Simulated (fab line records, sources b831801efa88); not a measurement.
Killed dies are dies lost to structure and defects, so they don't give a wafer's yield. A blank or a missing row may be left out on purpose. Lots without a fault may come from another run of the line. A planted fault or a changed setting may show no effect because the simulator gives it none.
Problem report in the 8D (eight disciplines) form, filled by code | flow sky130 | the parts of the form that need people (team, actions taken, sign-off) are left out

1. THE PROBLEM
run_length_s at SKY_SONOS_ONO_WET_ETCH_16 reads a mean of 118 s on 6 wafers of 2 lots; wafers without a fault read 307 s with a standard deviation of 3.9. That is -48 standard deviations from the usual mean.
The step: etches SiO2 in dHF, target depth 14 nm, time 280 s.
First seen on wafer L180.2, day 16 23:01, on wet_bench-02. The record holds 36 wafers of 12 lots with a number at this step. Rule for "out", or "out of limits": more than 4 standard deviations from the usual mean. The other wafers with a number count as sound.

2. WHAT IT IS AND WHAT IT IS NOT
question                    | is                     | is not
which readings at this step | run_length_s           | -
which lots                  | L180, L183             | L169, L170, L171, L172, L173, L177, L186, L189, L190, L191
which wafers of those lots  | all that have a number | -
read on which tools         | wet_bench-02           | wet_bench-01
when                        | from day 16 23:01      | up to then (18 sound wafers); but 12 sound wafers of L186, L189, L190, L191 came after

3. SUSPECTS, AND WHAT RULES EACH OUT
Counting: a tool at a process step up to the reading stays a suspect if it ran every lot that is out and no sound lot after the first of them.
- wet_bench-02 at SKY_SONOS_ONO_WET_ETCH_16 (etches SiO2 in dHF, target depth 14 nm, time 280 s): ruled out as a lasting fault. Sound lots L190, L189, L191 ran on it after its first lot that is out, L180 (day 16 23:01).
Left after counting: nothing in the record.

4. THE CAUSE (what the simulator had put in)
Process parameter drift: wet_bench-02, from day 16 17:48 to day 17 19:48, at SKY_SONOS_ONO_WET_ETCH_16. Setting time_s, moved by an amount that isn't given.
Counting ruled it out, wrongly.

5. THE CHAIN OF EFFECTS, in route order
Each row: a reading whose mean over the struck wafers that have a number lies more than 3 standard deviations from the usual. Only readings for which the record gives a usual standard deviation are gone through. hours: the time from each lot's start at the first step in this table that gives one to its start at this step, as a median over the lots. sigmas: the change in usual standard deviations.
hours | step                      | reading      | usual | on struck wafers | change | sigmas
0     | SKY_SONOS_ONO_WET_ETCH_16 | run_length_s | 307 s | 118              | -188   | -48
The process steps in it:
- SKY_SONOS_ONO_WET_ETCH_16: etches SiO2 in dHF, target depth 14 nm, time 280 s.

6. WHAT WOULD HAVE CAUGHT IT SOONER
In this record the first reading out of limits was taken at day 16 23:01, 5 hours after the fault began at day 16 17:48.
